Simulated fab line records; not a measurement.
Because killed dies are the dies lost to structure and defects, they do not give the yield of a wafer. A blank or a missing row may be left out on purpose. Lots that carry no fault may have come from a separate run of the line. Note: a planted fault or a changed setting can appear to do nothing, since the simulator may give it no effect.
Which tool was responsible? + flow sky130 + 10 lots with 28 wafers sampled at 4 steps, on a route of 708 steps

== WHAT EACH GAUGE READ, for each wafer ==
SKY_VIA4_RS_MEAS_19: uses a four-point probe to measure.
| lot  | measured     | on            | VIA4_W_RS (ohm/sq)                        |
|------|--------------|---------------|-------------------------------------------|
| L133 | day 42 20:19 | film metro-03 | 0.2316 0.2295 0.2332                      |
| L135 | day 43 12:05 | film metro-02 | 0.2278 0.2253 0.2254                      |
| L140 | day 44 18:08 | film metro-03 | 0.2292 0.2326 0.2313                      |
| L141 | day 45 11:53 | film metro-04 | 0.2290 0.2310 0.2289                      |
| L145 | day 46 03:27 | film metro-04 | 0.2264 0.2329 0.2273                      |
| L146 | day 46 12:29 | film metro-02 | 0.2291 0.2284 0.2256                      |
| L148 | day 46 19:26 | film metro-02 | 0.2289 0.2263 0.2285                      |
| L154 | day 48 04:27 | film metro-02 | 0.2296 0.6788 0.6934 0.2298 0.6787 0.6946 |
| L155 | day 48 09:29 | film metro-03 | 0.6634 0.6656                             |
| L156 | day 48 13:06 | film metro-03 | 0.2269 0.2309 0.2299                      |

== WHICH TOOL RAN EACH LOT (tool, then ch and the chambers of the sampled wafers, then the start) ==
| lot  | SKY_METAL4_DESCUM_15              | SKY_METAL4_ETCH_17                 | SKY_VIA4_CVD_18               |
|------|-----------------------------------|------------------------------------|-------------------------------|
| L133 | rie metal-03 ch 0,1, day 41 18:28 | rie diel-01 ch 0,1,2, day 41 18:36 | cvd w-02 ch 0,1, day 42 20:10 |
| L135 | rie metal-02 ch 0,1, day 42 09:38 | rie diel-01 ch 0,1, day 42 09:45   | cvd w-01 ch 0,1, day 43 11:55 |
| L140 | rie metal-02 ch 0,1, day 43 17:40 | rie diel-04 ch 1,2,3, day 43 17:51 | cvd w-02 ch 0,1, day 44 17:59 |
| L141 | rie metal-03 ch 0, day 44 12:31   | rie diel-01 ch 0,1,2, day 44 12:39 | cvd w-02 ch 1, day 45 11:44   |
| L145 | rie metal-04 ch 0,1, day 45 03:25 | rie diel-01 ch 1,2,3, day 45 03:33 | cvd w-02 ch 0,1, day 46 03:17 |
| L146 | rie metal-02 ch 0,1, day 45 12:22 | rie diel-03 ch 0,1,2, day 45 12:30 | cvd w-01 ch 0,1, day 46 12:20 |
| L148 | rie metal-04 ch 0,1, day 45 21:14 | rie diel-01 ch 0,2, day 45 21:21   | cvd w-02 ch 0,1, day 46 19:18 |
| L154 | rie metal-02 ch 0,1, day 47 06:55 | rie diel-01 ch 0,2,3, day 47 07:03 | cvd w-01 ch 0,1, day 48 04:17 |
| L155 | rie metal-02 ch 1, day 47 11:16   | rie diel-01 ch 0, day 47 11:24     | cvd w-01 ch 0, day 48 09:19   |
| L156 | rie metal-04 ch 0, day 47 15:28   | rie diel-03 ch 1,2,3, day 47 15:36 | cvd w-02 ch 0,1, day 48 12:57 |
- SKY_METAL4_DESCUM_15: chemistry O2, time 8 s.
- SKY_METAL4_ETCH_17: etches SiO2 in C4F8/O2/Ar, stops on TiN, time 3.9 s, target depth 15 nm.
- SKY_VIA4_CVD_18: deposits W, target thk 505 nm, time 152.14 s.

== THE ANSWER, worked out from the rows above alone ==
Rule: the lots themselves supply what counts as usual. Put in order of their means at a reading, lots are off if they are a third of the lots or fewer, leave a main group of 4 or more, and stand apart from it by a gap of 3 or more times the standard deviation of the main group's means; of several such gaps the widest counts. A main group whose means are all the same, to the digits that the tables above print for the reading, isn't used. A lot without any number at a reading at which 4 lots or more have one is off too. Where the step has rows for the other lots, those lots are counted as sound.
Off: L154, L155, at SKY_VIA4_RS_MEAS_19 (VIA4_W_RS). The main group has a mean of 0.2290 ohm/sq with a standard deviation of 0.0016.
A tool fits if, at a process step before that reading, it ran every lot that is off, and no sound lot after the first of them. Those tools and the gauges at SKY_VIA4_RS_MEAS_19 are tried in the same way. Can't be told from this: 3 tools fit, rie metal-02 at SKY_METAL4_DESCUM_15, rie diel-01 at SKY_METAL4_ETCH_17, cvd w-01 at SKY_VIA4_CVD_18.

== WHAT WAS PUT IN BY THE SIMULATOR ==
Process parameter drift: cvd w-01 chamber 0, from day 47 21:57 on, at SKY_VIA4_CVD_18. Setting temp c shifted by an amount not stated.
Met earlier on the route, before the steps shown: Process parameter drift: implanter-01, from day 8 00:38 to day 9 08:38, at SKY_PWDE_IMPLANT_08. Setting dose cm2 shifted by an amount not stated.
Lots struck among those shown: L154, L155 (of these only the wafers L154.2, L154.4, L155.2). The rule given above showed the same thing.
